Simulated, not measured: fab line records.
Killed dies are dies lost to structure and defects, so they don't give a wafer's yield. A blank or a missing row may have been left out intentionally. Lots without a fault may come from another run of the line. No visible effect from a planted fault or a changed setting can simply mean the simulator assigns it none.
A struck lot beside a sound one / flow gf180mcu / 20 out of 602 route steps
Sound: the wafers L190.1, L190.4, L190.5. Struck: wafers L185.2, L185.3, L185.6. The cause is named last.
Order at every step that has rows: each side's tool, ch and its chambers, its first start. Under that, the readings that differ: sound wafers / struck wafers / difference of the means / sigmas: that difference in standard deviations of wafers without a fault.
alike: readings whose means differ by less than 2 such deviations, and words and numbers that are the same on both sides. not compared: withheld readings, readings that some wafer has no value for, bounds like >300 that may hide the same value, and numbers for which the record gives no deviation and whose values overlap.
Wherever a step has rows on one side only, a row that says differs or no value, or a row with sigmas, the two part there. Numbers that have no deviation but don't overlap get no sigmas and don't part them. A reading that every wafer of one side lacks parts them only if that side has two wafers or more.

first, 6 steps without rows for these wafers: GF_M1_HMDS_08 (prime time 60 s); GF_M1_COAT_09 (resist thk 1000 nm); GF_M1_SOFTBAKE_10 (time 60 s); GF_M1_EXPOSE_11 (exposes mask Metal1, target cd 230 nm); GF_M1_PEB_12 (peb time 90 s); GF_M1_DEVELOP_13 (develop time 60 s).
GF_M1_CD_MEAS_14 targets a cd of 230 nm.
  struck on cdSem-02, day 21 14:26; sound on cdSem-02, day 23 10:34
  alike: cdNm
GF_M1_OVL_MEAS_15:
  struck on overlay-02, day 21 14:32; sound on overlay-02, day 23 10:41
  alike: M1_OVL
GF_M1_METAL_ETCH_16: etches the open film in Cl2/BCl3, stops on SiO2, target depth 627.5 nm, time 104.6 s.
  sound on rieMetal-01 ch 0,1, day 23 10:43; struck on rieMetal-01 ch 0, day 21 14:34
  alike: drypumpMotorCurrentA, heBacksideLeakSccm, oesProductAu, throttleValvePct
  not compared: rfHoursCounterH
GF_M1_STRIP_17: strips in O2/N2.
  sound on plasmaAsher-01 ch 0, day 23 10:50; struck on plasmaAsher-04 ch 0,1, day 21 14:41
  alike: drypumpMotorCurrentA, heaterPowerW, o2FlowSccm, oesProductAu, stripTimeToEndpointS
  not compared: rfHoursCounterH
then, 2 steps without rows for these wafers: GF_M1_STRIP_18 (strips in post etch residue remover, time 1200 s); GF_M1_CLEAN_19 (cleans in DIW).
GF_V1_CVD_00: deposits SiO2, target thk 600 nm, time 100 s.
  sound on hdpcvd-02 ch 0,1, day 23 11:22; struck on hdpcvd-02 ch 0,1, day 21 15:27
GF_V1_THK_MEAS_01:
  struck on filmMetro-02, day 21 15:36; sound on filmMetro-04, day 23 11:26
reading=V1_CVD_00_THK (nm); sound=603 606 607; struck=1201 1207 1210; difference=+601; sigmas=+92
GF_V1_CVD_02: deposits SiO2 from TEOS, target thk 850 nm, time 94.851 s.
  sound on pecvd-04 ch 0,1, day 23 11:29; struck on pecvd-04 ch 0,1, day 21 15:39
  alike: heaterPowerW
GF_V1_THK_MEAS_03:
  struck on filmMetro-04, day 21 15:43; sound on filmMetro-01, day 23 11:34
  alike: V1_CVD_02_THK
GF_V1_CMP_04: polishes SiO2.
  sound on cmp-02 ch 0,3, day 23 11:40; struck on cmp-01 ch 0,1,2, day 21 15:52
  alike: motorCurrentA, timeToEndpointS
GF_V1_BOW_MEAS_05:
  struck on filmMetro-01, day 21 16:05; sound on filmMetro-02, day 23 11:55
reading=V1_BOW (um); sound=80 79 82; struck=113 119 113; difference=+35; sigmas=+5
then, 1 step without rows for these wafers: GF_V1_DEHYDRATE_06 (time 60 s).
-- the record jumps here: 11 days lie between the struck wafers' starts before and after (it left off in module V1 and takes up again in module PASSIVATION, whose first step shown is number 602 of the route) --
GF_PASSIVATION_PROBE_99:
  only the struck wafers here have rows in the record (prober-02, day 32 12:58); the sound ones have none

WHERE THEY PART
At GF_V1_THK_MEAS_01 first; at GF_PASSIVATION_PROBE_99 last (within this record only).

WHY: whatever the simulator had introduced
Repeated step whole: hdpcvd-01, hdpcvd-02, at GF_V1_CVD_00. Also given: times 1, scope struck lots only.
